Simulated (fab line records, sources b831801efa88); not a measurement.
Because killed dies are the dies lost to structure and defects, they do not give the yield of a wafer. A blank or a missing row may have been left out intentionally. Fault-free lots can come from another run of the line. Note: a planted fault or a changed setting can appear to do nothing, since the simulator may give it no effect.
fab line records	flow sky130
record lots=11	wafers=33	last_day=49
route steps=708 shown SD_N@356 SD_P@359 LI_CONTACT@382 PAD_OPEN@708
lots that met no fault: taken from a fault-free run of the same line
start_h: hours from the record's opening day to when the first of the lot's shown wafers began	wait_h: hours from the lot's prior step to this one	" as in the row above	L1.1+2: a single row standing in for several wafers	- either no value or no given start	* or withheld: withheld	< > ~ a bound
route shown NAME@n: names a module that has steps shown in the file, with the first one's number in the route	usual: mean/standard deviation taken from wafers without a fault	same: alike in all rows	chamber/n: place in a boat	sites: per-site readings	_std_site: standard deviation across them	_edge_site: inner sites' mean taken away from outer sites' mean	radius_mm: how far each site lies from the wafer's centre	mask NAME#n: copy n	behind: the last tool/chamber to shape the wafer	hold: what put the lot on hold/how long, in hours/how the hold closed	device: the transistor (n, p or np) that didn't switch	end of line: tests run on the same wafers once the route is complete	for a step that has no rows: nothing shown but its recipe	killed: not the wafer's yield, but the dies lost to structure and defects at the first sort	map: a wafer's dies, x killed, . not, _ none there
set.NAME: the setting that was run; set.NAME@STEP: the one run at that earlier step	model.NAME: the simulator's own value behind a step, which no gauge read
the route's steps for a sample of lots (tables are steps, rows are wafers)
services: when a tool's chamber went out of use (start_h, in hours from the record's first day, below 0 if earlier), for how many hours, and the reason
## steps
# step SKY_SD_N_RTA_14
# recipe temp_c=1075	time_s=2	idle_temp_c=650	ramp_up_c_per_s=150	ramp_down_c_per_s=90	ambient=N2
# usual lamp_power_pct=15.74/0.052	ramp_up_c_per_s=150.00/0.026	wafer_temp_C_max=1078.1/1.5
lot.wafer	tool	chamber	start_h	wait_h	lamp_power_pct	ramp_up_c_per_s	wafer_temp_C_max
L729.2	rtp_anneal-02	0	652.37	0.0	15.68	149.97	1078.8
L729.3	"	0	"	"	15.70	149.98	1078.4
L729.5	"	0	"	"	15.69	149.95	1079.5
L731.1	rtp_anneal-01	0	672.61	0.0	15.67	149.98	1077.3
L731.5	"	0	"	"	15.72	150.02	1076.9
L731.6	"	0	"	"	15.70	149.98	1077.9
L733.3	rtp_anneal-01	0	684.73	0.0	15.67	149.97	1076.8
L733.4	"	0	"	"	15.67	150.03	1078.6
L733.6	"	0	"	"	15.74	150.02	1075.2
L734.1	rtp_anneal-02	0	721.86	0.0	15.69	150.03	1076.0
L734.2	"	0	"	"	15.72	149.99	1076.4
L734.4	"	0	"	"	15.66	149.99	1077.5
L736.2	rtp_anneal-02	0	722.87	0.0	15.79	149.99	1076.7
L736.5	"	0	"	"	15.79	150.03	1076.6
L736.6	"	0	"	"	15.70	150.04	1078.3
L740.1	rtp_anneal-02	0	744.07	0.0	15.76	150.04	1077.8
L740.3	"	0	"	"	15.73	150.01	1078.3
L740.6	"	0	"	"	15.73	150.00	1076.5
L742.4	rtp_anneal-01	0	755.04	0.0	15.78	149.97	1078.8
L742.5	"	0	"	"	15.79	150.04	1080.7
L742.6	"	0	"	"	15.67	149.97	1077.6
L741.1	rtp_anneal-02	0	762.66	0.0	15.72	150.04	1080.6
L741.3	"	0	"	"	15.73	150.01	1079.9
L741.5	"	0	"	"	15.77	150.03	1077.4
L743.2	rtp_anneal-01	0	771.37	0.0	15.72	150.01	1076.2
L743.4	"	0	"	"	15.71	150.03	1077.3
L743.5	"	0	"	"	15.68	149.97	1077.4
L744.1	rtp_anneal-02	0	771.66	0.0	15.64	150.00	1078.8
L744.2	"	0	"	"	15.75	150.03	1079.1
L744.5	"	0	"	"	15.84	149.99	1078.2
L745.4	rtp_anneal-01	0	775.89	0.0	15.65	149.98	1080.1
L745.5	"	0	"	"	15.79	149.99	1078.2
L745.6	"	0	"	"	15.84	150.00	1079.4
# step SKY_SD_N_RS_MEAS_17
# recipe thk_meas_gauge=four-point-probe
# usual SD_P_RS=147.0/0.39
lot.wafer	tool	chamber	start_h	wait_h	SD_P_RS[ohm/sq]
L729.2	film_metro-01	-	652.67	0.1	146.6
L729.3	"	-	"	"	146.6
L729.5	"	-	"	"	146.6
L731.1	film_metro-02	-	672.90	0.1	146.5
L731.5	"	-	"	"	147.3
L731.6	"	-	"	"	146.6
L733.3	film_metro-03	-	685.04	0.1	146.6
L733.4	"	-	"	"	147.2
L733.6	"	-	"	"	147.0
L734.1	film_metro-02	-	722.16	0.1	146.7
L734.2	"	-	"	"	147.1
L734.4	"	-	"	"	147.0
L736.2	film_metro-03	-	723.17	0.1	146.9
L736.5	"	-	"	"	146.8
L736.6	"	-	"	"	146.7
L740.1	film_metro-03	-	744.36	0.1	146.8
L740.3	"	-	"	"	146.8
L740.6	"	-	"	"	146.9
L742.4	film_metro-01	-	755.37	0.1	146.9
L742.5	"	-	"	"	146.8
L742.6	"	-	"	"	146.7
L741.1	film_metro-02	-	762.95	0.1	148.0
L741.3	"	-	"	"	147.5
L741.5	"	-	"	"	147.4
L743.2	film_metro-02	-	771.67	0.1	146.1
L743.4	"	-	"	"	146.5
L743.5	"	-	"	"	146.7
L744.1	film_metro-01	-	771.96	0.1	147.6
L744.2	"	-	"	"	147.4
L744.5	"	-	"	"	147.6
L745.4	film_metro-03	-	776.22	0.1	147.3
L745.5	"	-	"	"	147.2
L745.6	"	-	"	"	147.2
# step SKY_LI_CONTACT_SPUTTER_20
# recipe material=TiN	target_thk_nm=20	chamber_pressure_pa=5	power_w=4000	time_s=80
# usual cathode_dc_power_W=3999.9/0.72	throttle_valve_pct=30.0/0.71
lot.wafer	tool	chamber	start_h	wait_h	cathode_dc_power_W	throttle_valve_pct
L729.2	pvd_sputter-01	-	681.90	0.0	4000.0	29.5
L729.3	"	-	"	"	3999.5	29.7
L729.5	"	-	"	"	3999.2	31.1
L731.1	pvd_sputter-01	-	702.24	0.0	4000.5	29.4
L731.5	"	-	"	"	4001.1	31.2
L731.6	"	-	"	"	4000.0	29.4
L733.3	pvd_sputter-02	-	714.27	0.0	4001.0	29.5
L733.4	"	-	"	"	3999.9	29.6
L733.6	"	-	"	"	3999.5	30.2
L734.1	pvd_sputter-01	-	750.15	0.0	3999.5	31.1
L734.2	"	-	"	"	3999.8	30.6
L734.4	"	-	"	"	3998.6	29.4
L736.2	pvd_sputter-02	-	751.50	0.0	3998.8	29.1
L736.5	"	-	"	"	4000.6	30.5
L736.6	"	-	"	"	3999.5	29.3
L740.1	pvd_sputter-03	-	772.92	0.0	3999.0	30.1
L740.3	"	-	"	"	3999.7	29.5
L740.6	"	-	"	"	3999.8	30.7
L742.4	pvd_sputter-01	-	784.52	0.0	3998.8	29.5
L742.5	"	-	"	"	4000.2	29.2
L742.6	"	-	"	"	4000.9	29.5
L741.1	pvd_sputter-03	-	791.17	0.0	4000.7	30.7
L741.3	"	-	"	"	4000.2	30.5
L741.5	"	-	"	"	3999.9	29.7
L743.2	pvd_sputter-02	-	799.56	0.0	4001.7	30.5
L743.4	"	-	"	"	4000.9	29.1
L743.5	"	-	"	"	3999.0	29.4
L744.1	pvd_sputter-01	-	799.83	0.0	4000.5	31.4
L744.2	"	-	"	"	4000.0	30.9
L744.5	"	-	"	"	3999.3	29.2
L745.4	pvd_sputter-02	-	804.69	0.0	4000.3	29.0
L745.5	"	-	"	"	4000.4	30.2
L745.6	"	-	"	"	3999.7	28.9
# step SKY_LI_CONTACT_CVD_21
# recipe material=W	target_thk_nm=400	time_s=120.56	temp_c=398.1	pressure_torr=40
# usual chamber_pressure_Torr=40.00/0.089	heater_power_w=842/53
lot.wafer	tool	chamber	start_h	wait_h	chamber_pressure_Torr	heater_power_w
L729.2	cvd_w-01	0	681.96	0.0	39.79	829
L729.3	"	0	"	"	39.97	857
L729.5	"	0	"	"	39.85	855
L731.1	cvd_w-01	0	702.30	0.0	40.05	837
L731.5	"	0	"	"	40.08	844
L731.6	"	1	"	"	39.97	749
L733.3	cvd_w-02	1	714.37	0.1	39.98	875
L733.4	"	0	"	"	40.03	916
L733.6	"	1	"	"	39.99	869
L734.1	cvd_w-02	0	750.21	0.0	40.09	913
L734.2	"	1	"	"	40.09	870
L734.4	"	0	"	"	39.99	912
L736.2	cvd_w-02	1	751.56	0.0	40.06	856
L736.5	"	0	"	"	39.95	905
L736.6	"	1	"	"	40.03	880
L740.1	cvd_w-01	1	772.98	0.0	39.88	762
L740.3	"	1	"	"	39.91	767
L740.6	"	1	"	"	39.91	740
L742.4	cvd_w-02	1	784.62	0.1	40.06	868
L742.5	"	1	"	"	39.93	866
L742.6	"	0	"	"	39.88	897
L741.1	cvd_w-01	1	791.23	0.0	40.07	777
L741.3	"	0	"	"	40.06	859
L741.5	"	0	"	"	40.16	848
L743.2	cvd_w-01	1	799.62	0.0	39.89	761
L743.4	"	1	"	"	39.99	773
L743.5	"	0	"	"	39.95	865
L744.1	cvd_w-02	1	799.89	0.0	40.07	850
L744.2	"	0	"	"	40.01	909
L744.5	"	1	"	"	40.12	874
L745.4	cvd_w-01	0	804.79	0.1	39.92	851
L745.5	"	1	"	"	40.00	786
L745.6	"	0	"	"	39.90	856
# step SKY_LI_CONTACT_RS_MEAS_22
# recipe thk_meas_gauge=four-point-probe	reads=W_of_LI_CONTACT_CVD_21+TiN_of_LI_CONTACT_SPUTTER_20+Ti_of_LI_CONTACT_SPUTTER_19
# usual LI_CONTACT_W_RS=0.2943/0.0028
lot.wafer	tool	chamber	start_h	wait_h	LI_CONTACT_W_RS[ohm/sq]
L729.2	film_metro-02	-	682.10	0.1	0.2972
L729.3	"	-	"	"	0.2966
L729.5	"	-	"	"	0.2912
L731.1	film_metro-01	-	702.42	0.1	0.2928
L731.5	"	-	"	"	0.2959
L731.6	"	-	"	"	0.2940
L733.3	film_metro-01	-	714.50	0.1	0.3004
L733.4	"	-	"	"	0.3000
L733.6	"	-	"	"	0.2953
L734.1	film_metro-02	-	750.33	0.1	0.2945
L734.2	"	-	"	"	0.2941
L734.4	"	-	"	"	0.2962
L736.2	film_metro-03	-	751.70	0.1	0.2940
L736.5	"	-	"	"	0.2960
L736.6	"	-	"	"	0.2918
L740.1	film_metro-03	-	773.11	0.1	0.2923
L740.3	"	-	"	"	0.2896
L740.6	"	-	"	"	0.2931
L742.4	film_metro-01	-	784.77	0.1	0.2913
L742.5	"	-	"	"	0.2929
L742.6	"	-	"	"	0.2928
L741.1	film_metro-02	-	791.36	0.1	0.2579
L741.3	"	-	"	"	0.2574
L741.5	"	-	"	"	0.2593
L743.2	film_metro-02	-	799.76	0.1	0.2590
L743.4	"	-	"	"	0.2531
L743.5	"	-	"	"	0.2578
L744.1	film_metro-03	-	800.02	0.1	0.2962
L744.2	"	-	"	"	0.2975
L744.5	"	-	"	"	0.2984
L745.4	film_metro-02	-	804.93	0.1	0.2560
L745.5	"	-	"	"	0.2559
L745.6	"	-	"	"	0.2582
# step SKY_LI_CONTACT_THK_MEAS_23
# recipe thk_meas_gauge=xrf	reads=W_of_LI_CONTACT_CVD_21
# usual LI_CONTACT_W_THK=389/6
lot.wafer	tool	chamber	start_h	wait_h	LI_CONTACT_W_THK[nm]
L729.2	film_metro-02	-	682.21	0.1	384
L729.3	"	-	"	"	381
L729.5	"	-	"	"	388
L731.1	film_metro-01	-	702.54	0.1	386
L731.5	"	-	"	"	385
L731.6	"	-	"	"	388
L733.3	film_metro-01	-	714.60	0.1	381
L733.4	"	-	"	"	382
L733.6	"	-	"	"	386
L734.1	film_metro-02	-	750.45	0.1	384
L734.2	"	-	"	"	383
L734.4	"	-	"	"	382
L736.2	film_metro-03	-	751.81	0.1	396
L736.5	"	-	"	"	396
L736.6	"	-	"	"	399
L740.1	film_metro-03	-	773.23	0.1	404
L740.3	"	-	"	"	403
L740.6	"	-	"	"	400
L742.4	film_metro-01	-	784.86	0.1	390
L742.5	"	-	"	"	386
L742.6	"	-	"	"	387
L741.1	film_metro-02	-	791.48	0.1	440
L741.3	"	-	"	"	438
L741.5	"	-	"	"	433
L743.2	film_metro-02	-	799.87	0.1	430
L743.4	"	-	"	"	442
L743.5	"	-	"	"	439
L744.1	film_metro-03	-	800.14	0.1	394
L744.2	"	-	"	"	394
L744.5	"	-	"	"	394
L745.4	film_metro-02	-	805.02	0.1	438
L745.5	"	-	"	"	438
L745.6	"	-	"	"	435
# step SKY_LI_CONTACT_CMP_24
# recipe stop_on=PSG	t_overpolish_s=20	down_force_psi=3.5	platen_rpm=60	target_thk_nm=0	pad_velocity_m_s=0.94248
# usual motor_current_A=10.7/0.9	time_to_endpoint_s=91/3.1
lot.wafer	tool	chamber	start_h	wait_h	motor_current_A	time_to_endpoint_s
L729.3	cmp-01	1	682.26	0.0	9.4	91
L729.2	"	3	"	"	11.3	94
L729.5	"	1	"	"	9.5	94
L731.1	cmp-02	0	702.65	0.1	9.9	95
L731.6	"	3	"	"	11.6	93
L731.5	"	0	"	"	10.8	90
L733.4	cmp-01	1	714.69	0.1	9.7	93
L733.3	"	3	"	"	12.0	95
L733.6	"	1	"	"	9.7	95
L734.4	cmp-02	1	750.56	0.1	9.9	93
L734.1	"	2	"	"	9.3	93
L734.2	"	3	"	"	12.1	95
L736.2	cmp-01	0	752.01	0.2	11.4	90
L736.5	"	1	"	"	9.4	92
L736.6	"	2	"	"	11.4	92
L740.1	cmp-01	0	773.39	0.1	11.1	88
L740.3	"	1	"	"	9.4	89
L740.6	"	2	"	"	11.2	86
L742.4	cmp-01	1	784.99	0.1	9.5	87
L742.5	"	3	"	"	11.5	88
L742.6	"	0	"	"	11.1	84
L741.3	cmp-02	2	791.54	0.0	9.7	110
L741.1	"	1	"	"	9.5	106
L741.5	"	2	"	"	10.0	106
L743.4	cmp-02	1	800.02	0.1	9.7	107
L743.2	"	2	"	"	9.9	105
L743.5	"	0	"	"	10.1	105
L744.2	cmp-02	2	800.27	0.1	10.0	93
L744.1	"	3	"	"	11.6	93
L744.5	"	1	"	"	9.8	91
L745.4	cmp-02	0	805.15	0.1	10.7	112
L745.6	"	2	"	"	9.7	112
L745.5	"	3	"	"	11.8	108
# step SKY_PAD_OPEN_PROBE_99
# usual killed_at_M0_to_M3=44/7.1	killed_at_M4_up=3.1/1.9	killed_at_contacts=25/5.8	killed_at_front_end=16/4.5	killed_at_other=0.3/0.52	killed_dies=88/9.1	killed_open=48/6.8	killed_short=39/5.8
# same gross_dies=492	killed_at_back_side=0
lot.wafer	tool	chamber	start_h	wait_h	killed_at_M0_to_M3	killed_at_M4_up	killed_at_contacts	killed_at_front_end	killed_at_other	killed_dies	killed_open	killed_short
L736.2	prober-02	-	1138.05	0.1	45	5	20	11	0	81	45	35
L736.5	prober-02	-	1138.20	0.2	41	3	28	17	1	90	42	48
L736.6	prober-02	-	1138.25	0.2	56	5	24	19	1	105	64	41
L740.1	prober-01	-	1147.96	0.1	46	5	22	19	0	92	44	48
L740.3	prober-01	-	1148.06	0.2	39	2	33	21	0	95	43	52
L740.6	prober-01	-	1148.21	0.2	33	2	21	13	0	69	38	31
L741.1	prober-01	-	1161.12	0.1	45	4	23	8	0	80	44	36
L741.3	prober-01	-	1161.22	0.2	49	7	20	16	0	92	50	41
L741.5	prober-01	-	1161.32	0.2	47	3	26	14	0	90	48	42
L743.2	prober-02	-	1165.40	0.1	39	5	26	12	0	82	49	33
L743.4	prober-02	-	1165.50	0.2	35	2	28	18	1	84	43	40
L743.5	prober-02	-	1165.55	0.2	41	5	26	22	0	94	52	39
L745.4	prober-02	-	1171.46	0.2	54	1	17	17	0	89	48	41
L745.5	prober-02	-	1171.51	0.2	46	4	12	23	0	85	45	40
L745.6	prober-02	-	1171.56	0.2	34	4	21	14	0	73	37	36
# killed by level:class
L736.2 VIA1:geometric_particle:open=13 LI_CONTACT:geometric_particle:open=6 CONTACT:geometric_particle:open=6 VIA2:geometric_particle:open=6 VIA1:geometric_particle:short=5 METAL3:geometric_particle:short=5 METAL4:geometric_particle:short=5 LOCAL_INTERCONNECT:geometric_particle:short=4
L736.5 CONTACT:geometric_particle:open=10 VIA1:geometric_particle:open=7 LI_CONTACT:geometric_particle:open=6 VIA1:geometric_particle:short=6 POLY_GATE:geometric_particle:short=5 METAL1:geometric_particle:short=5 METAL2:geometric_particle:short=5 VIA2:geometric_particle:open=5
L736.6 VIA1:geometric_particle:open=28 CONTACT:geometric_particle:open=11 POLY_GATE:geometric_particle:short=7 LI_CONTACT:geometric_particle:open=6 METAL2:geometric_particle:short=5 METAL4:geometric_particle:short=5 POLY_GATE:geometric_particle:open=4 VIA1:geometric_particle:short=4
L740.1 METAL2:geometric_particle:short=9 LI_CONTACT:geometric_particle:open=8 VIA1:geometric_particle:short=8 VIA1:geometric_particle:open=8 FIELD_ISO:geometric_particle:open=6 CONTACT:geometric_particle:open=6 LI_CONTACT:geometric_particle:short=5 VIA2:geometric_particle:open=5
L740.3 LOCAL_INTERCONNECT:geometric_particle:short=10 CONTACT:geometric_particle:open=10 VIA1:geometric_particle:open=8 METAL2:geometric_particle:short=7 VIA3:geometric_particle:open=6 FIELD_ISO:geometric_particle:open=5 FIELD_ISO:geometric_particle:short=5 CONTACT:geometric_particle:short=5
L740.6 VIA3:geometric_particle:open=7 VIA1:geometric_particle:open=6 CONTACT:geometric_particle:short=5 CONTACT:geometric_particle:open=5 METAL1:geometric_particle:short=5 LI_CONTACT:geometric_particle:short=4 POLY_GATE:geometric_particle:open=3 LI_CONTACT:geometric_particle:open=3
L741.1 VIA1:geometric_particle:open=13 LI_CONTACT:geometric_particle:open=7 CONTACT:geometric_particle:open=7 VIA1:geometric_particle:short=7 METAL3:geometric_particle:short=7 VIA3:geometric_particle:open=4 POLY_GATE:geometric_particle:open=3 LI_CONTACT:geometric_particle:short=3
L741.3 VIA1:geometric_particle:open=9 LI_CONTACT:geometric_particle:open=8 VIA3:geometric_particle:open=8 FIELD_ISO:geometric_particle:short=6 CONTACT:geometric_particle:open=6 METAL4:geometric_particle:short=6 METAL2:geometric_particle:short=6 VIA2:geometric_particle:open=6
L741.5 VIA3:geometric_particle:open=12 LI_CONTACT:geometric_particle:open=9 VIA2:geometric_particle:open=8 FIELD_ISO:geometric_particle:short=6 CONTACT:geometric_particle:short=6 VIA1:geometric_particle:open=6 METAL2:geometric_particle:short=6 LOCAL_INTERCONNECT:geometric_particle:short=5
L743.2 VIA1:geometric_particle:open=13 LI_CONTACT:geometric_particle:open=9 CONTACT:geometric_particle:open=7 CONTACT:geometric_particle:short=5 VIA2:geometric_particle:open=5 VIA3:geometric_particle:open=5 METAL4:geometric_particle:short=4 POLY_GATE:geometric_particle:open=3
L743.4 VIA1:geometric_particle:open=8 LI_CONTACT:geometric_particle:open=7 VIA3:geometric_particle:open=7 CONTACT:geometric_particle:short=7 POLY_GATE:geometric_particle:open=6 FIELD_ISO:geometric_particle:short=5 CONTACT:geometric_particle:open=5 LI_CONTACT:geometric_particle:short=4
L743.5 VIA1:geometric_particle:open=10 CONTACT:geometric_particle:open=8 FIELD_ISO:geometric_particle:short=7 FIELD_ISO:geometric_particle:open=6 LI_CONTACT:geometric_particle:open=6 CONTACT:geometric_particle:short=6 VIA2:geometric_particle:open=6 VIA3:geometric_particle:open=6
L745.4 VIA1:geometric_particle:open=16 METAL2:geometric_particle:short=10 VIA3:geometric_particle:short=6 LI_CONTACT:geometric_particle:open=6 VIA1:geometric_particle:short=6 FIELD_ISO:geometric_particle:open=5 FIELD_ISO:geometric_particle:short=5 CONTACT:geometric_particle:open=4
L745.5 VIA1:geometric_particle:open=17 METAL2:geometric_particle:short=7 POLY_GATE:geometric_particle:short=6 VIA1:geometric_particle:short=6 SPACER:geometric_particle:open=4 VIA2:geometric_particle:open=4 VIA3:geometric_particle:open=4 FIELD_ISO:geometric_particle:open=3
L745.6 VIA1:geometric_particle:open=9 CONTACT:geometric_particle:open=7 POLY_GATE:geometric_particle:short=5 LI_CONTACT:geometric_particle:open=5 METAL1:geometric_particle:short=5 VIA1:geometric_particle:short=5 FIELD_ISO:geometric_particle:short=4 CONTACT:geometric_particle:short=4
## services
tool	chamber	start_h	hours	kind
cmp-02	-	638.90	15.2	pm
cmp-02	-	654.14	5.7	pm
cmp-01	-	667.76	0.6	repair
cmp-01	-	670.16	4.0	pm
pvd_sputter-02	-	675.94	6.3	repair
cmp-02	-	677.22	0.2	repair
pvd_sputter-02	-	687.92	0.9	repair
cmp-01	-	696.49	5.8	repair
rtp_anneal-01	-	707.12	4.0	pm
cmp-01	-	722.53	5.2	pm
cmp-02	-	744.00	4.0	pm
cmp-02	-	748.00	-	consumable_replace:conditioner
cmp-02	-	748.00	-	consumable_replace:pad
cmp-02	-	752.54	1.6	repair
cmp-01	-	785.94	0.7	repair
## key
first_sign step=SKY_LI_CONTACT_RS_MEAS_22	reading=LI_CONTACT_W_RS	direction=down	sigmas=13	usual=0.2943	struck=0.2572
effect step=SKY_LI_CONTACT_THK_MEAS_23	reading=LI_CONTACT_W_THK	direction=up	sigmas=8	usual=389	struck=437
effect step=SKY_LI_CONTACT_CMP_24	reading=time_to_endpoint_s	direction=up	sigmas=5.3	usual=*	struck=*
met_at SKY_LI_CONTACT_CVD_21
struck_lots L741,L743,L745
tester_left_out L741,L743,L745
not_acting_at SKY_SD_N_RTA_14,SKY_SD_N_RS_MEAS_17,SKY_LI_CONTACT_SPUTTER_20
onset_between 772.98 791.23
fault kind=process_parameter_drift	tool=cvd_w-01	chamber=-	onset_h=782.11	steps=SKY_LI_CONTACT_CVD_21	channel=target_thk_nm	offset=57.784	shape=step	end_h=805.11	acts_in=these_recipes_only	stated=400
# tester_left_out: of these lots the tester's yield and bins aren't shown, on N5 and GAA mostly nor the transistor test; their killed dies are dies lost to structure and defects alone, not to doping, threshold or leakage, so they don't give the yield
